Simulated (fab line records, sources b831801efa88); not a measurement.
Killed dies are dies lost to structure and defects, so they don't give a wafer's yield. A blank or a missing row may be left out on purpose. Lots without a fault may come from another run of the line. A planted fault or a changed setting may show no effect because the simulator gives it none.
Chamber matching | flow sky130 | SKY_VIA1_HDPCVD_00 on hdpcvd-01: 3 sister chambers
The step deposits SiO2, target thk 1030 nm, time 171.7 s. 14 wafers are shown with their chamber, then 7 later ones without.

WAFERS WITH THEIR CHAMBER
wafer  | chamber | sih4_flow_sccm (sccm)
L952.4 | 2       | 59.88
L952.5 | 0       | 60.06
L952.6 | 1       | 60.34
L953.2 | 0       | 59.88
L953.4 | 0       | 60.23
L953.5 | 2       | 60.24
L955.1 | 0       | 59.69
L955.2 | 1       | 60.08
L955.3 | 2       | 60.01
L957.2 | 1       | 59.88
L957.3 | 2       | 59.84
L957.4 | 2       | 59.87
L965.1 | 2       | 60.02
L965.2 | 1       | 60.07

SIGNATURES (means of the wafers above)
reading        | chamber 0 | chamber 1 | chamber 2 | scatter within a chamber
sih4_flow_sccm | 59.9650   | 60.0925   | 59.9767   | 0.186
Rule: a wafer's distance from a chamber is the root of the sum, over the readings, of the square of ((its reading less the chamber's mean) divided by the reading's scatter). The wafer belongs to the nearest chamber; if the next one is less than 2 further off, it can't be placed. The scatter: the root of (the sum of the squares of (reading less its chamber's mean) over the shown wafers, divided by (wafers less chambers)).

WAFERS WITHOUT THEIR CHAMBER
wafer  | sih4_flow_sccm (sccm)
L965.4 | 59.94
L967.3 | 59.99
L967.5 | 60.21
L967.6 | 59.90
L973.1 | 59.64
L973.3 | 60.19
L973.6 | 60.00

WHICH CHAMBER EACH WENT THROUGH
wafer  | from the rows above          | in truth
L965.4 | can't be placed: 0 or 2 or 1 | 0
L967.3 | can't be placed: 2 or 0 or 1 | 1
L967.5 | can't be placed: 1 or 2 or 0 | 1
L967.6 | can't be placed: 0 or 2 or 1 | 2
L973.1 | can't be placed: 0 or 2 or 1 | 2
L973.3 | can't be placed: 1 or 2 or 0 | 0
L973.6 | can't be placed: 2 or 0 or 1 | 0
Placed correctly: 0 of 7. Can't be placed from these rows: 7 (the true chamber is among the candidates in 7). Placed wrongly: 0.
